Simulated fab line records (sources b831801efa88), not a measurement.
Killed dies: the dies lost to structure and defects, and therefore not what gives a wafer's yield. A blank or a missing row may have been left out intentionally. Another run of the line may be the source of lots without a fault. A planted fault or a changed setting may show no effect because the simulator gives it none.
Chamber matching + flow sky130 + SKY_FIELD_ISO_ETCH_17 on rie si-02 has 4 sister chambers
The step etches Si in HBr/Cl2/O2, target depth 342 nm, time 97.7 s. 14 wafers are shown with their chamber, then 7 later ones without.

EACH WAFER AND ITS CHAMBER
| wafer  | chamber | drypump motor current A (A) | oes product au (a.u.) | throttle valve pct (%) |
|--------|---------|-----------------------------|-----------------------|------------------------|
| L817.1 | 3       | 6.5                         | 0.992                 | 25.653                 |
| L817.2 | 1       | 5.7                         | 1.006                 | 25.651                 |
| L817.6 | 0       | 6.3                         | 0.993                 | 25.664                 |
| L820.3 | 1       | 5.7                         | 1.004                 | 25.651                 |
| L820.5 | 2       | 5.3                         | 0.987                 | 25.672                 |
| L820.6 | 3       | 6.5                         | 0.985                 | 25.678                 |
| L821.1 | 2       | 5.3                         | 0.985                 | 25.666                 |
| L821.3 | 1       | 5.7                         | 1.009                 | 25.645                 |
| L821.4 | 3       | 6.5                         | 0.997                 | 25.677                 |
| L825.2 | 2       | 5.3                         | 0.997                 | 25.651                 |
| L825.5 | 0       | 6.2                         | 0.995                 | 25.641                 |
| L825.6 | 3       | 6.5                         | 0.994                 | 25.647                 |
| L826.1 | 1       | 5.7                         | 0.993                 | 25.651                 |
| L826.4 | 3       | 6.5                         | 1.003                 | 25.677                 |

SIGNATURES, as means of the wafers listed above
| reading                 | chamber 0 | chamber 1 | chamber 2 | chamber 3 | scatter within a chamber |
|-------------------------|-----------|-----------|-----------|-----------|--------------------------|
| drypump motor current A | 6.250     | 5.700     | 5.300     | 6.500     | 0.0224                   |
| oes product au          | 0.99400   | 1.00300   | 0.98967   | 0.99420   | 0.00637                  |
| throttle valve pct      | 25.65250  | 25.64950  | 25.66300  | 25.66640  | 0.012                    |
Rule: distance of a wafer from a chamber = root of the sum over the readings of ((wafer's reading minus chamber's mean) / reading's scatter) squared. The wafer belongs to the nearest chamber; if the next one is less than 2 further off, it can't be placed. The scatter: the root of (the sum of the squares of (reading less its chamber's mean) over the shown wafers, divided by (wafers less chambers)).

WAFERS WITH NO CHAMBER GIVEN
| wafer  | drypump motor current A (A) | oes product au (a.u.) | throttle valve pct (%) |
|--------|-----------------------------|-----------------------|------------------------|
| L826.5 | 5.7                         | 1.000                 | 25.669                 |
| L837.1 | 6.2                         | 0.992                 | 25.659                 |
| L837.2 | 6.5                         | 1.002                 | 25.670                 |
| L837.4 | 5.3                         | 0.991                 | 25.661                 |
| L839.2 | 5.6                         | 1.001                 | 25.634                 |
| L839.3 | 6.3                         | 0.999                 | 25.660                 |
| L839.4 | 6.5                         | 0.996                 | 25.643                 |

CHAMBER TAKEN BY EACH
| wafer  | from the rows above | in truth |
|--------|---------------------|----------|
| L826.5 | 1                   | 1        |
| L837.1 | 0                   | 0        |
| L837.2 | 3                   | 3        |
| L837.4 | 2                   | 2        |
| L839.2 | 1                   | 1        |
| L839.3 | 0                   | 0        |
| L839.4 | 3                   | 3        |
7 of 7 placed correctly. From these rows, 0 cannot be placed. Number placed wrongly: 0.
